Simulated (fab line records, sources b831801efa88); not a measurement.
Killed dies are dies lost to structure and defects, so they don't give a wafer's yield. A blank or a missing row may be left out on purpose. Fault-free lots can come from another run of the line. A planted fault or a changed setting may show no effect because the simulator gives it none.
Which tool did it? || flow gf180mcu || 13 lots with 39 wafers sampled at 3 steps, on a route of 602 steps

WHAT EACH GAUGE READ, for each wafer
GF_CONTACT_OVL_MEAS_15. Usual: CONTACT_OVL gives 0 nm (standard deviation 5.3).
{"lot": "L564", "measured": "day 16 01:19", "on": "overlay-01", "CONTACT_OVL (nm)": "0 7 14", "flag": ""}
{"lot": "L565", "measured": "day 16 07:13", "on": "overlay-01", "CONTACT_OVL (nm)": "5 1 -5", "flag": ""}
{"lot": "L568", "measured": "day 17 18:40", "on": "overlay-02", "CONTACT_OVL (nm)": "8 7 8", "flag": ""}
{"lot": "L571", "measured": "day 18 23:24", "on": "overlay-01", "CONTACT_OVL (nm)": "2 1 -11", "flag": ""}
{"lot": "L572", "measured": "day 19 02:28", "on": "overlay-02", "CONTACT_OVL (nm)": "-8 -4 -3", "flag": ""}
{"lot": "L573", "measured": "day 19 08:08", "on": "overlay-02", "CONTACT_OVL (nm)": "8 3 -2", "flag": ""}
{"lot": "L574", "measured": "day 19 18:17", "on": "overlay-01", "CONTACT_OVL (nm)": "-1 0 -3", "flag": ""}
{"lot": "L580", "measured": "day 21 23:08", "on": "overlay-02", "CONTACT_OVL (nm)": "-3 0 -1", "flag": ""}
{"lot": "L581", "measured": "day 22 08:23", "on": "overlay-01", "CONTACT_OVL (nm)": "-5 -10 -5", "flag": ""}
{"lot": "L582", "measured": "day 22 17:00", "on": "overlay-02", "CONTACT_OVL (nm)": "-1 -1 0", "flag": ""}
{"lot": "L583", "measured": "day 22 21:07", "on": "overlay-02", "CONTACT_OVL (nm)": "-6 7 -1", "flag": ""}
{"lot": "L585", "measured": "day 23 18:20", "on": "overlay-02", "CONTACT_OVL (nm)": "8 4 14", "flag": ""}
{"lot": "L586", "measured": "day 24 00:09", "on": "overlay-01", "CONTACT_OVL (nm)": "-1 -4 -4", "flag": ""}

GF_M1_RS_MEAS_05: a four-point-probe measurement. Usual: M1_ALCU_RS gives 0.0696 ohm/sq (standard deviation 0.00082).
{"lot": "L564", "measured": "day 16 02:44", "on": "film_metro-03", "M1_ALCU_RS (ohm/sq)": "0.0703 0.0698 0.0700", "flag": ""}
{"lot": "L565", "measured": "day 16 08:37", "on": "film_metro-03", "M1_ALCU_RS (ohm/sq)": "0.0682 0.0699 0.0690", "flag": ""}
{"lot": "L568", "measured": "day 17 20:13", "on": "film_metro-02", "M1_ALCU_RS (ohm/sq)": "0.0683 0.0688 0.0680", "flag": ""}
{"lot": "L571", "measured": "day 19 00:49", "on": "film_metro-02", "M1_ALCU_RS (ohm/sq)": "0.0699 0.0690 0.0685", "flag": ""}
{"lot": "L572", "measured": "day 19 03:54", "on": "film_metro-01", "M1_ALCU_RS (ohm/sq)": "0.0685 0.0684 0.0688", "flag": ""}
{"lot": "L573", "measured": "day 19 09:33", "on": "film_metro-03", "M1_ALCU_RS (ohm/sq)": "0.0698 0.0702 0.0700", "flag": ""}
{"lot": "L574", "measured": "day 19 19:43", "on": "film_metro-01", "M1_ALCU_RS (ohm/sq)": "0.0701 0.0688 0.0694", "flag": ""}
{"lot": "L580", "measured": "day 22 00:34", "on": "film_metro-01", "M1_ALCU_RS (ohm/sq)": "0.0695 0.0690 0.0696", "flag": ""}
{"lot": "L581", "measured": "day 22 09:49", "on": "film_metro-02", "M1_ALCU_RS (ohm/sq)": "0.0692 0.0693 0.0687", "flag": ""}
{"lot": "L582", "measured": "day 22 18:24", "on": "film_metro-03", "M1_ALCU_RS (ohm/sq)": "0.0695 0.0699 0.0701", "flag": ""}
{"lot": "L583", "measured": "day 22 22:33", "on": "film_metro-03", "M1_ALCU_RS (ohm/sq)": "0.0696 0.0690 0.0690", "flag": ""}
{"lot": "L585", "measured": "day 23 19:46", "on": "film_metro-02", "M1_ALCU_RS (ohm/sq)": "0.0706 0.0701 0.0702", "flag": ""}
{"lot": "L586", "measured": "day 24 01:39", "on": "film_metro-02", "M1_ALCU_RS (ohm/sq)": "0.0710 0.0699 0.0705", "flag": ""}

EACH LOT AND THE TOOL THAT RAN IT (in order: tool; ch and the chambers of the sampled wafers; start)
{"lot": "L564", "GF_CONTACT_ETCH_16": "rie_diel-04 ch 0,1,3, day 16 01:21"}
{"lot": "L565", "GF_CONTACT_ETCH_16": "rie_diel-02 ch 0,2, day 16 07:14"}
{"lot": "L568", "GF_CONTACT_ETCH_16": "rie_diel-01 ch 0,2,3, day 17 18:41"}
{"lot": "L571", "GF_CONTACT_ETCH_16": "rie_diel-02 ch 0,1,2, day 18 23:26"}
{"lot": "L572", "GF_CONTACT_ETCH_16": "rie_diel-01 ch 0,1,3, day 19 02:29"}
{"lot": "L573", "GF_CONTACT_ETCH_16": "rie_diel-01 ch 2,3, day 19 08:10"}
{"lot": "L574", "GF_CONTACT_ETCH_16": "rie_diel-01 ch 2,3, day 19 18:18"}
{"lot": "L580", "GF_CONTACT_ETCH_16": "rie_diel-04 ch 2,3, day 21 23:09"}
{"lot": "L581", "GF_CONTACT_ETCH_16": "rie_diel-02 ch 1,3, day 22 08:24"}
{"lot": "L582", "GF_CONTACT_ETCH_16": "rie_diel-02 ch 0,2,3, day 22 17:02"}
{"lot": "L583", "GF_CONTACT_ETCH_16": "rie_diel-01 ch 0,2,3, day 22 21:08"}
{"lot": "L585", "GF_CONTACT_ETCH_16": "rie_diel-04 ch 1,2, day 23 18:22"}
{"lot": "L586", "GF_CONTACT_ETCH_16": "rie_diel-01 ch 0,1,3, day 24 00:11"}
- GF_CONTACT_ETCH_16: etches BARC in N2/H2.

AS READ BY THE TOOLS THEMSELVES (means over the sampled wafers that have a number; for cases with no such wafer, the mark the record gives instead)
GF_CONTACT_ETCH_16. Usual: drypump_motor_current_A 5.7 A, standard deviation 0.36; oes_product_au 0.854 a.u., standard deviation 0.0049; throttle_valve_pct 13.224 %, standard deviation 0.0095.
{"lot": "L564", "tool": "rie_diel-04", "drypump_motor_current_A (A)": 5.7, "oes_product_au (a.u.)": 0.852, "throttle_valve_pct (%)": 13.229, "flag": ""}
{"lot": "L565", "tool": "rie_diel-02", "drypump_motor_current_A (A)": 5.4, "oes_product_au (a.u.)": 0.845, "throttle_valve_pct (%)": 13.226, "flag": ""}
{"lot": "L568", "tool": "rie_diel-01", "drypump_motor_current_A (A)": 5.6, "oes_product_au (a.u.)": 0.855, "throttle_valve_pct (%)": 13.223, "flag": ""}
{"lot": "L571", "tool": "rie_diel-02", "drypump_motor_current_A (A)": 5.6, "oes_product_au (a.u.)": 0.853, "throttle_valve_pct (%)": 13.229, "flag": ""}
{"lot": "L572", "tool": "rie_diel-01", "drypump_motor_current_A (A)": 5.6, "oes_product_au (a.u.)": 0.854, "throttle_valve_pct (%)": 13.227, "flag": ""}
{"lot": "L573", "tool": "rie_diel-01", "drypump_motor_current_A (A)": 5.7, "oes_product_au (a.u.)": 0.854, "throttle_valve_pct (%)": 13.217, "flag": ""}
{"lot": "L574", "tool": "rie_diel-01", "drypump_motor_current_A (A)": 5.6, "oes_product_au (a.u.)": 0.855, "throttle_valve_pct (%)": 13.214, "flag": ""}
{"lot": "L580", "tool": "rie_diel-04", "drypump_motor_current_A (A)": 5.7, "oes_product_au (a.u.)": 0.851, "throttle_valve_pct (%)": 13.228, "flag": ""}
{"lot": "L581", "tool": "rie_diel-02", "drypump_motor_current_A (A)": 6.2, "oes_product_au (a.u.)": 0.856, "throttle_valve_pct (%)": 13.223, "flag": ""}
{"lot": "L582", "tool": "rie_diel-02", "drypump_motor_current_A (A)": 5.7, "oes_product_au (a.u.)": 0.860, "throttle_valve_pct (%)": 13.221, "flag": ""}
{"lot": "L583", "tool": "rie_diel-01", "drypump_motor_current_A (A)": 5.6, "oes_product_au (a.u.)": 0.856, "throttle_valve_pct (%)": 13.224, "flag": ""}
{"lot": "L585", "tool": "rie_diel-04", "drypump_motor_current_A (A)": 5.7, "oes_product_au (a.u.)": 0.855, "throttle_valve_pct (%)": 13.228, "flag": ""}
{"lot": "L586", "tool": "rie_diel-01", "drypump_motor_current_A (A)": 5.6, "oes_product_au (a.u.)": 0.853, "throttle_valve_pct (%)": 13.227, "flag": ""}

THE ANSWER, worked out from the rows above alone
Rule: a lot is off if the mean of its wafers that have a number lies more than 3 standard deviations from the usual mean. Also off: a lot with no number at a reading for which 4 or more lots have one. Any other lot the step has rows for is counted as sound. The gauges are gone through in route order, then the tools' own readings, and for those a lot's mean is taken as printed above. At the first step where some lot is off, the reading lying furthest off is the one used; lots without a number count as furthest.
No lot is off on any of the readings shown, so nothing can be concluded from this.

WHAT THE SIMULATOR PUT IN
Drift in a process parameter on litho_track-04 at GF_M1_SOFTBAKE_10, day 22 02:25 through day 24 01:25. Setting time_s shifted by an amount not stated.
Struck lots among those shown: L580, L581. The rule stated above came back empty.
